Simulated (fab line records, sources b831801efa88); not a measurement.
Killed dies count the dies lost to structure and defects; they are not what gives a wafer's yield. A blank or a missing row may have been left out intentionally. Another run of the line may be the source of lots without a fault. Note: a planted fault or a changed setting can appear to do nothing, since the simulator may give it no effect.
Split-lot trial ; flow sky130 ; on a route of 708 steps: 5 lots, 23 wafers read

== THE SPLIT ==
At SKY_FIELD_ISO_COAT_08 (resist thk 450 nm), the setting resist thk nm was moved away from the recipe's 450 nm on 12 of the 23 wafers read, by -5.5% to +4.4%. The other wafers ran this setting at the recipe's value.

== FROM THE SPLIT TO THE READING: what the file shows between them, 3 steps ==
- SKY_FIELD_ISO_SOFTBAKE_09: time 90 s
- SKY_FIELD_ISO_EXPOSE_10: exposes mask FOM, target cd 150 nm
- SKY_FIELD_ISO_ETCH_14: etches BARC in N2/H2, stops on SiO2, time 45.9 s, target depth 60 nm

== THE READING ==
KrF-thick_of_FIELD_ISO_COAT_08.thk nm (the simulator's own value, which no gauge read), in nm, at SKY_FIELD_ISO_ETCH_15 (etches the open film in CHF3/O2, stops on Si, target depth 180 nm, time 72 s). No usual value for it is given in the file. The 11 wafers here that ran the recipe average 234.8 nm, standard deviation 3.8 nm.

wafer;tool, chamber at the split;resist thk nm as run, nm;against the recipe;KrF-thick_of_FIELD_ISO_COAT_08.thk nm, nm;against lot-mates on the recipe
L074.1;litho track-04, 0;469.8;+4.4%;256.9;+22.4
L074.2;litho track-04, 0;469.8;+4.4%;254.8;+20.4
L074.3;litho track-04, 0;469.8;+4.4%;253.1;+18.7
L074.5;litho track-04, 0;450;recipe;233.7;-
L074.6;litho track-04, 0;450;recipe;235.2;-
L077.1;litho track-03, 0;450;recipe;232.2;-
L077.2;litho track-03, 0;436.3;-3.0%;218.9;-17.7
L077.3;litho track-03, 0;450;recipe;241.1;-
L077.4;litho track-03, 0;436.3;-3.0%;220.3;-16.3
L077.5;litho track-03, 0;436.3;-3.0%;214.5;-22.1
L079.2;litho track-04, 0;450;recipe;233.5;-
L079.3;litho track-04, 0;463.3;+3.0%;245.3;+12.2
L079.4;litho track-04, 0;463.3;+3.0%;254.5;+21.4
L079.5;litho track-04, 0;463.3;+3.0%;247.1;+14.0
L079.6;litho track-04, 0;450;recipe;232.6;-
L080.1;litho track-04, 0;425.2;-5.5%;216.1;-21.5
L080.2;litho track-04, 0;425.2;-5.5%;215.2;-22.4
L080.3;litho track-04, 0;450;recipe;234.7;-
L080.4;litho track-04, 0;450;recipe;240.6;-
L080.5;litho track-04, 0;425.2;-5.5%;210.3;-27.3
L082.4;litho track-03, 0;450;recipe;236.1;-
L082.5;litho track-03, 0;450;recipe;236.8;-
L082.6;litho track-03, 0;450;recipe;226.7;-

FIT RESULTS
A straight line over all 23 wafers: KrF-thick_of_FIELD_ISO_COAT_08.thk nm changes by +4.39 nm for each +1% of resist thk nm; r = +0.96; the points scatter about the line by 3.9 nm.
The same after taking each lot's own level away (the mean of its wafers on the recipe; 23 wafers): +4.8 nm for each +1%; r = +0.97; scatter 3.8 nm.
The reading moves by 26 nm for the largest change in resist thk nm, on that fit.
The span of the lots' own levels, 233.05 to 237.65 nm, comes to 1.2 times the standard deviation stated above.
The two slopes are in agreement: the lot-to-lot level therefore moves the slope only a little.
Check: -27.6 nm against its lot-mates is what the line predicts for one of the wafers moved furthest among these (-5.5%) when that wafer is left out of the fit. It came out at -21.5 nm against them.

== OTHER SPLITS ON THESE WAFERS ==
Before the reading, these wafers also passed through other splits. Each is held against what the fit with the lots' levels taken away leaves over:
other split on the same wafers;wafers away from the commonest value;r with KrF-thick_of_FIELD_ISO_COAT_08.thk nm (lot level and that fit taken away)
SKY_FIELD_ISO_CVD_03 pressure mtorr;10;+0.10

== THE WHOLE CHAIN: every reading that the file lists as answering this split, in the file's order ==
step;what it does;reading;change (the file's fit);r (the file's)
SKY_FIELD_ISO_COAT_08;resist thk 450 nm;KrF-thick_of_FIELD_ISO_COAT_08.thk nm (the simulator's own value, which no gauge read);+4.46 nm for each +1% of the setting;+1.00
SKY_FIELD_ISO_ETCH_15;etches the open film in CHF3/O2, stops on Si, target depth 180 nm, time 72 s;KrF-thick_of_FIELD_ISO_COAT_08.thk nm (the simulator's own value, which no gauge read);+4.8 nm for each +1% of the setting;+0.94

== THE FILE'S OWN FIT ==
KrF-thick_of_FIELD_ISO_COAT_08.thk nm changes by +4.8 nm for each +1% of resist thk nm, r = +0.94.
